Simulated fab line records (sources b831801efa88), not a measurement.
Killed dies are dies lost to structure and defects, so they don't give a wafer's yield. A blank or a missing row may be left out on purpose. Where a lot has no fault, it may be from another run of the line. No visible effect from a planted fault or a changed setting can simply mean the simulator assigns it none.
A lot that was struck, set against a sound lot ; flow sky130 ; 21 out of 708 route steps
Sound: the wafers L327.4, L327.5, L327.6. Struck: wafer L326.3 (left out: L326.5, L326.6 of the same lot, which were not struck); the cause appears at the end.
Each step with rows lists, per side, the tool, then ch with its chambers, then its first start. Under that, the readings that differ: sound wafers ; struck wafers ; difference of the means ; sigmas: that difference in standard deviations of wafers without a fault.
alike: words and numbers the same on both sides, and readings whose means are apart by under 2 such deviations; not compared: readings that were withheld, readings missing a value for some wafer, numbers with overlapping values and no deviation given by the record, and bounds like >300 which may hide the same value.
A row with sigmas, a row that says differs or no value, or rows on one side alone: a step with any of these is where the two part. Non-overlapping numbers with no deviation appear without sigmas and do not part them. A reading that every wafer of one side lacks parts them only if that side has two wafers or more.

first, 1 step without rows for these wafers: SKY_FIELD_ISO_CVD_24 (deposits SiO2, target thk 595 nm, time 99.2 s).
SKY_FIELD_ISO_THK_MEAS_25:
  struck on film metro-01, day 4 23:05; sound on film metro-01, day 5 06:02
  alike: FIELD_ISO_CVD_24_THK
then, 1 step without rows for these wafers: SKY_FIELD_ISO_ANNEAL_26 (time 1800 s).
SKY_FIELD_ISO_CMP_27: polishes, stops on Si3N4, t overpolish 16 s, target thk 457.8 nm.
  sound on cmp-01 ch 2,3, day 5 10:17; struck on cmp-01 ch 0, day 5 01:49
  alike: motor current A, overpolish run s, time to endpoint s
then, 5 steps without rows for these wafers: SKY_FIELD_ISO_WET_ETCH_28 (etches SiO2 in dHF, target depth 23.7 nm, time 47 s); SKY_FIELD_ISO_WET_ETCH_29 (etches Si3N4 in H3PO4, target depth 160 nm, time 1825 s); SKY_FIELD_ISO_WET_ETCH_30 (etches SiO2 in dHF, target depth 25 nm, time 50 s); SKY_NWELL_CLEAN_00 (cleans in SC1/SC2, time 150 s); SKY_NWELL_OXIDATION_01 (stabilise 600 s, purge 300 s, target thk 10 nm).
SKY_NWELL_THK_MEAS_02:
  struck on film metro-03, day 5 07:17; sound on film metro-02, day 5 14:44
reading;sound;struck;difference;sigmas
NWELL_OXIDATION_THK (nm);10.33 10.26 10.21;9.83;-0.44;-3
then, 2 steps without rows for these wafers: SKY_DNWELL_DEHYDRATE_00 (time 60 s); SKY_DNWELL_HMDS_01 (prime time 60 s).
SKY_DNWELL_COAT_02: resist thk 3000 nm.
  sound on litho track-01 ch 0, day 6 00:15; struck on litho track-03 ch 0, day 5 16:11
reading;sound;struck;difference;sigmas
model.coat_of_DNWELL_COAT_02.thk nm (nm);3004 2992 3003;2941;-59;
then, 3 steps without rows for these wafers: SKY_DNWELL_SOFTBAKE_03; SKY_DNWELL_EXPOSE_04 (exposes mask DNM, target cd 3000 nm); SKY_DNWELL_PEB_05.
SKY_DNWELL_DEVELOP_06: develop time 60 s.
  sound on litho track-02 ch 0; struck on litho track-01 ch 0
reading;sound;struck;difference;sigmas
model.coat_of_DNWELL_COAT_02.thk nm (nm);3000 2988 2999;2937;-59;
then, 1 step without rows for these wafers: SKY_DNWELL_IMPLANT_07.
SKY_DNWELL_STRIP_08: strips in O2/N2.
  sound on plasma asher-01 ch 0,1, day 6 10:09; struck on plasma asher-03 ch 1, day 6 02:19
reading;sound;struck;difference;sigmas
strip time to endpoint s (s);36.96 36.81 36.96;36.24;-0.67;-7
  alike: drypump motor current A, oes product au
  not compared: rf hours counter h
SKY_DNWELL_TW_MEAS_09:
  struck on film metro-02, day 6 02:24; sound on film metro-02, day 6 10:15
  alike: DNWELL_TW
-- the record jumps here: 44 days lie between the struck wafers' starts before and after (it left off in module DNWELL and takes up again in module PAD_OPEN, whose first step shown is number 708 of the route) --
SKY_PAD_OPEN_PROBE_99:
  only the struck wafers here have rows in the record (prober-02, day 49 15:07); the sound ones have none

## WHERE THEY PART
Earliest at SKY_NWELL_THK_MEAS_02; latest, in this record, at SKY_PAD_OPEN_PROBE_99.

WHY: what had been put in by the simulator
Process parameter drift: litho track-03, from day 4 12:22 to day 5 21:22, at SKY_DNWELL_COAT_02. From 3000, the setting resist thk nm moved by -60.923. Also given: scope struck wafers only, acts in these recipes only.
